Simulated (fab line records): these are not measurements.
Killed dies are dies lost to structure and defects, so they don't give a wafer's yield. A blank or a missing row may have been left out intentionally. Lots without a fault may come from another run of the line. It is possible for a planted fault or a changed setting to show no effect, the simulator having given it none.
The tool behind it: which one? -- flow sky130 -- Sampling: 14 lots, 42 wafers, 4 of 708 route steps

## WHAT THE GAUGES SHOWED, per wafer
SKY_LDD_P_CD_MEAS_07 targets a cd of 380 nm.
lot,measured,on,cdNm (nm)
L968,day 18 23:07,cdSem-01,381.2 379.4 378.6
L969,day 19 03:18,cdSem-01,380.5 381.7 381.8
L971,day 20 02:45,cdSem-01,376.5 375.4 378.9
L972,day 20 04:37,cdSem-02,379.3 379.7 382.1
L973,day 21 00:01,cdSem-01,378.3 376.9 377.6
L975,day 21 20:37,cdSem-01,378.4 380.1 379.6
L976,day 22 05:52,cdSem-02,378.4 380.5 380.9
L981,day 24 04:28,cdSem-01,380.3 381.2 377.7
L982,day 24 05:05,cdSem-01,381.8 379.1 379.8
L983,day 25 02:45,cdSem-02,374.0 376.0 376.3
L987,day 26 04:46,cdSem-01,386.1 383.6 384.3
L989,day 26 12:23,cdSem-01,374.2 372.8 376.1
L990,day 26 18:07,cdSem-01,379.8 380.7 379.3
L991,day 27 19:55,cdSem-01,384.2 382.7 379.9

SKY_LDD_HVN_OVL_MEAS_07.
lot,measured,on,LDD_HVN_OVL (nm)
L968,day 20 05:52,overlay-02,1.2 0.8 0.5
L969,day 20 09:42,overlay-02,0.3 1.2 1.7
L971,day 21 09:54,overlay-01,-0.6 -0.4 1.0
L972,day 21 10:43,overlay-02,0.5 0.2 0.6
L973,day 22 06:45,overlay-01,2.5 1.0 3.3
L975,day 23 03:13,overlay-01,1.9 2.0 1.8
L976,day 23 12:32,overlay-02,4.4 3.0 3.6
L981,day 25 09:51,overlay-02,1.3 0.3 0.1
L982,day 25 10:22,overlay-01,0.2 -0.2 1.6
L983,day 26 08:13,overlay-01,-0.7 -0.1 -0.4
L987,day 27 09:54,overlay-01,-0.6 2.0 1.5
L989,day 27 17:22,overlay-01,1.3 0.1 2.6
L990,day 27 23:33,overlay-01,1.7 2.2 2.5
L991,day 29 00:10,overlay-01,1.5 1.8 1.0

## WHICH TOOL RAN EACH LOT (tool, then ch and the chambers of the sampled wafers, then the start)
lot,SKY_POLY_GATE_ETCH_16,SKY_LDD_N_IMPLANT_12
L968,"rieDiel-02 ch 0,1, day 16 09:05","implanter-01 ch 0, day 17 16:18"
L969,"rieDiel-04 ch 1,2, day 16 13:23","implanter-02 ch 0, day 17 20:20"
L971,"rieDiel-02 ch 0,1,2, day 17 07:11","implanter-01 ch 0, day 18 19:23"
L972,"rieDiel-02 ch 0,1,2, day 17 11:41","implanter-01 ch 0, day 18 20:58"
L973,"rieDiel-02 ch 1,2,3, day 18 07:47","implanter-01 ch 0, day 19 17:07"
L975,"rieDiel-04 ch 0,1,2, day 19 05:59","implanter-04 ch 0, day 20 14:17"
L976,"rieDiel-02 ch 0,3, day 19 10:59","implanter-02 ch 0, day 20 23:21"
L981,"rieDiel-02 ch 0,2,3, day 21 12:05","implanter-04 ch 0, day 22 22:10"
L982,"rieDiel-04 ch 0,2, day 21 12:11","implanter-01 ch 0, day 22 22:27"
L983,"rieDiel-04 ch 0,1, day 22 12:20","implanter-01 ch 0, day 23 20:39"
L987,"rieDiel-04 ch 0,2,3, day 23 16:08","implanter-04 ch 0, day 24 23:12"
L989,"rieDiel-03 ch 2,3, day 23 22:53","implanter-04 ch 0, day 25 06:31"
L990,"rieDiel-04 ch 1,2,3, day 24 05:38","implanter-02 ch 0, day 25 12:33"
L991,"rieDiel-02 ch 0,2,3, day 25 06:44","implanter-01 ch 0, day 26 14:12"
- SKY_POLY_GATE_ETCH_16: etches Si3N4 in CH3F/O2, stops on poly-Si, time 147.5 s, target depth 75 nm.
- SKY_LDD_N_IMPLANT_12

## AS READ BY THE TOOLS THEMSELVES (means over the sampled wafers that have a number; for cases with no such wafer, the mark the record gives instead)
SKY_POLY_GATE_ETCH_16.
lot,tool,drypumpMotorCurrentA (A),oesProductAu (a.u.),rfFwdPowerW (W),throttleValvePct (%)
L968,rieDiel-02,5.6,0.641,399.7,10.536
L969,rieDiel-04,5.6,0.634,398.8,10.533
L971,rieDiel-02,5.5,0.640,398.4,10.535
L972,rieDiel-02,5.5,0.643,399.0,10.540
L973,rieDiel-02,5.4,0.637,399.2,10.540
L975,rieDiel-04,5.9,0.636,398.3,10.538
L976,rieDiel-02,5.7,0.645,398.4,10.541
L981,rieDiel-02,5.6,0.637,398.9,10.538
L982,rieDiel-04,6.2,0.636,397.9,10.525
L983,rieDiel-04,5.7,0.636,399.5,10.537
L987,rieDiel-04,5.9,0.647,398.4,10.539
L989,rieDiel-03,6.5,0.642,398.4,10.542
L990,rieDiel-04,5.6,0.639,398.1,10.527
L991,rieDiel-02,5.5,0.641,397.3,10.528

SKY_LDD_N_IMPLANT_12.
lot,tool,beamEnergyKeV,doseIonsCm2,faradayCurrentUA,rotationDeg (degrees)
L968,implanter-01,50.001,4.999e+12,27.9,0.016
L969,implanter-02,49.994,4.996e+12,27.5,-0.016
L971,implanter-01,50.011,5.002e+12,28.1,0.020
L972,implanter-01,50.013,4.997e+12,27.9,-0.021
L973,implanter-01,50.004,4.996e+12,28.2,0.008
L975,implanter-04,49.997,5.005e+12,28.3,0.022
L976,implanter-02,50.005,4.998e+12,27.9,-0.002
L981,implanter-04,49.989,4.998e+12,28.6,0.000
L982,implanter-01,50.001,7.159e+12,40.8,0.032
L983,implanter-01,50.007,7.169e+12,40.5,0.017
L987,implanter-04,50.004,4.997e+12,28.3,-0.012
L989,implanter-04,50.001,4.995e+12,28.1,-0.006
L990,implanter-02,49.992,4.997e+12,28.3,-0.011
L991,implanter-01,50.014,5.000e+12,27.9,-0.005

## THE ANSWER, worked out from the rows above alone
Rule: the lots themselves supply what counts as usual. The widest of any qualifying gaps counts: lots, ordered by their means at a reading, are off when they make up no more than a third of the lots, leave a main group of 4 or more, and stand apart from it by 3 or more times the standard deviation of that group's means. A main group is skipped when, at the precision printed for the reading in the tables above, its means are all equal. Also off: a lot with no number at a reading for which 4 or more lots have one. The other lots that the step has rows for count as sound. Order of review: gauges by route order, followed by the tools' own readings, for which a lot's mean as printed above is used. The first step at which some lot is off is used, and at that step the reading that is off furthest; a lot without a number counts as furthest.
Off: L982, L983, at SKY_LDD_N_IMPLANT_12 (doseIonsCm2). The main group: mean 4.998e+12, standard deviation 2.7e+09.
A tool fits if, at that step or a process step before it, it ran every lot that is off, and no sound lot after the first of them. No candidate that was tried fits.

## WHAT THE SIMULATOR HAD PUT IN
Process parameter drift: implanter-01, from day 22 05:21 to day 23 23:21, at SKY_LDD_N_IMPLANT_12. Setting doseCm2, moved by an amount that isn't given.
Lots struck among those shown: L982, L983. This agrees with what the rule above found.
